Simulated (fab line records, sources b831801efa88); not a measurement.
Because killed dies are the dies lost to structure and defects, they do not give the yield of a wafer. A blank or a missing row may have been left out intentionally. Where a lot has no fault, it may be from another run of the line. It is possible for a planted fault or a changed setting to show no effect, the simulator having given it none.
A lot that was struck, set against a sound lot | flow sky130 | 36 steps out of a route of 708
Sound: the wafers L967.3, L967.5, L967.6. The struck wafers were L972.1, L972.4, L972.6. Last of all comes the cause.
For every step that has rows: the tool of each side, followed by ch and its chambers, followed by its first start. Under that, the readings that differ: sound wafers | struck wafers | difference of the means | sigmas: that difference in standard deviations of wafers without a fault.
alike: readings with means less than 2 such deviations apart, plus words and numbers identical on both sides. not compared: withheld readings, readings lacking a value on some wafer, bounds such as >300 that could conceal the same value, and numbers that have no deviation in the record and whose values overlap.
Wherever a step has rows on one side only, a row that says differs or no value, or a row with sigmas, the two part there. Non-overlapping numbers with no deviation appear without sigmas and do not part them. A reading missing from all wafers of one side parts the sides only when that side holds two or more wafers.

first, 10 steps without rows for these wafers: SKY_GATE_OXIDE_COAT_05 (resist thk 1140 nm); SKY_GATE_OXIDE_SOFTBAKE_06 (time 60 s); SKY_GATE_OXIDE_EXPOSE_07 (exposes mask LVOM, target cd 600 nm); SKY_GATE_OXIDE_PEB_08; SKY_GATE_OXIDE_DEVELOP_09 (develop time 60 s); SKY_GATE_OXIDE_IMPLANT_11; SKY_GATE_OXIDE_WET_ETCH_12 (etches SiO2 in dHF, target depth 16.8 nm, time 336 s); SKY_GATE_OXIDE_STRIP_13 (strips in O2/N2); SKY_GATE_OXIDE_CLEAN_15 (cleans in SC1/SC2, time 150 s); SKY_GATE_OXIDE_OXIDATION_16 (stabilise 600 s, purge 300 s, target thk 3.57 nm).
SKY_POLY_GATE_CVD_00: deposits poly-Si, target thk 180 nm, time 720 s.
  sound on lpcvd-01 ch 0, day 14 18:09; struck on lpcvd-01 ch 1, day 16 12:48
  reading                                       | sound             | struck            | difference | sigmas
  spike tc bottom C (C)                         | 645.1 644.0 645.8 | 634.1 633.9 635.9 | -10.3      | -7
  spike tc centre C (C)                         | 620.9 620.2 622.0 | 610.9 613.7 614.2 | -8.1       | -7
  spike tc lower C (C)                          | 618.4 619.5 621.2 | 614.7 611.7 612.9 | -6.6       | -6
  spike tc upper C (C)                          | 619.4 621.5 619.8 | 612.1 612.4 611.9 | -8.1       | -8
  susceptor temp C (C)                          | 619.5 619.5 619.6 | 612.4 612.8 612.7 | -6.9       | -21
  model.poly-Si_of_POLY_GATE_CVD_00.thk nm (nm) | 178 178.2 179.8   | 155 154.8 154.5   | -24        |
  alike: spike tc top C
SKY_POLY_GATE_THK_MEAS_01:
  sound on film metro-02, day 14 19:22; struck on film metro-01, day 16 14:00
  reading                   | sound             | struck            | difference | sigmas
  POLY_GATE_CVD_00_THK (nm) | 177.9 178.2 179.8 | 155.0 154.9 154.5 | -23.8      | -13
then, 9 steps without rows for these wafers: SKY_RES_PROTECT_DEHYDRATE_00 (time 60 s); SKY_RES_PROTECT_HMDS_01 (prime time 60 s); SKY_RES_PROTECT_COAT_02 (resist thk 1140 nm); SKY_RES_PROTECT_SOFTBAKE_03 (time 60 s); SKY_RES_PROTECT_EXPOSE_04 (exposes mask RPM, target cd 1270 nm); SKY_RES_PROTECT_PEB_05; SKY_RES_PROTECT_DEVELOP_06 (develop time 60 s); SKY_POLY_GATE_IMPLANT_02; SKY_RES_PROTECT_STRIP_07 (strips in O2/N2).
SKY_RES_PROTECT_CLEAN_09: cleans in SC1/SC2, time 150 s.
  sound on wet bench-04 ch 0, day 15 22:36; struck on wet bench-02 ch 2, day 17 17:34
  reading                                       | sound             | struck            | difference | sigmas
  model.poly-Si_of_POLY_GATE_CVD_00.thk nm (nm) | 177.3 177.6 179.2 | 154.3 154.2 153.9 | -23.9      |
  alike: bath heat duty pct
then, 11 steps without rows for these wafers: SKY_POLY_GATE_CVD_03 (deposits Si3N4 from DCS/NH3, target thk 75 nm, time 1290 s); SKY_POLY_GATE_DEHYDRATE_05 (time 60 s); SKY_POLY_GATE_HMDS_06 (prime time 60 s); SKY_POLY_GATE_COAT_07 (resist thk 110 nm); SKY_POLY_GATE_COAT_08 (resist thk 450 nm); SKY_POLY_GATE_SOFTBAKE_09 (time 90 s); SKY_POLY_GATE_EXPOSE_10 (exposes mask P1M, target cd 150 nm); SKY_POLY_GATE_PEB_11; SKY_POLY_GATE_DEVELOP_12 (develop time 60 s); SKY_POLY_GATE_ETCH_15 (etches BARC in N2/H2, stops on SiO2, time 118.5 s, target depth 110 nm); SKY_POLY_GATE_ETCH_16 (etches Si3N4 in CH3F/O2, stops on poly-Si, time 147.5 s, target depth 75 nm).
SKY_POLY_GATE_ETCH_17: etches poly-Si in HBr/Cl2, stops on SiO2, target depth 180 nm, time 70.5 s.
  sound on rie si-01 ch 1,2, day 17 03:32; struck on rie si-02 ch 0,1,3, day 19 03:11
  reading                               | sound             | struck            | difference | sigmas
  oes product au (a.u.)                 | 0.985 0.983 0.984 | 0.889 0.898 0.891 | -0.091     | -12
  model.etch.depth nm (nm)              | 177.3 177.6 178.5 | 154.3 154.2 153.9 | -23.7      |
  model.POLY_GATE.feature depth nm (nm) | 177.3 177.6 178.5 | 154.3 154.2 153.9 | -23.7      |
  alike: HBr_flow_sccm, drypump motor current A, throttle valve pct
  not compared: rf hours counter h
then, 1 step without rows for these wafers: SKY_POLY_GATE_STRIP_18 (strips in O2/N2).
-- here the record skips 29 days between the struck wafers' starts before and after, leaving off in module POLY_GATE and picking up in module PAD_OPEN (first step shown: number 708 of the route) --
SKY_PAD_OPEN_PROBE_99:
  sound on prober-02, day 46 08:05; struck on prober-02, day 47 16:31
  reading                             | sound             | struck            | difference | sigmas
  model.etest.res high po.line ohm um | 717.4 727.5 735   | 855.6 859.4 855.2 | +130.1     |
  model.etest.res poly.line ohm um    | 489 500.9 494.8   | 601.9 579.1 589.1 | +95.1      |
  model.etest.res high po.rs ohm sq   | 254.8 253.7 259.1 | 297.8 296.1 299.6 | +42.0      |
  model.etest.res poly.rs ohm sq      | 47.58 47.89 48.16 | 54.91 54.71 55.24 | +7.08      |
  model.etest.cap li to poly.c af um2 | 99.08 97.21 102.1 | 93.01 93.35 90.58 | -7.15      |
  alike: killed_at_M0_to_M3, killed_at_M4_up, killed at contacts, killed at front end, killed at other, killed dies, killed open, killed short

== WHERE THEY PART ==
Last at SKY_POLY_GATE_ETCH_17 as far as this record goes, first at SKY_POLY_GATE_CVD_00. Later steps at which nothing parts them and some readings are alike: SKY_PAD_OPEN_PROBE_99.

WHY: what the simulator had put in
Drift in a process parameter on lpcvd-01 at SKY_POLY_GATE_CVD_00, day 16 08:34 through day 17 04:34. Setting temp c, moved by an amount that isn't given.
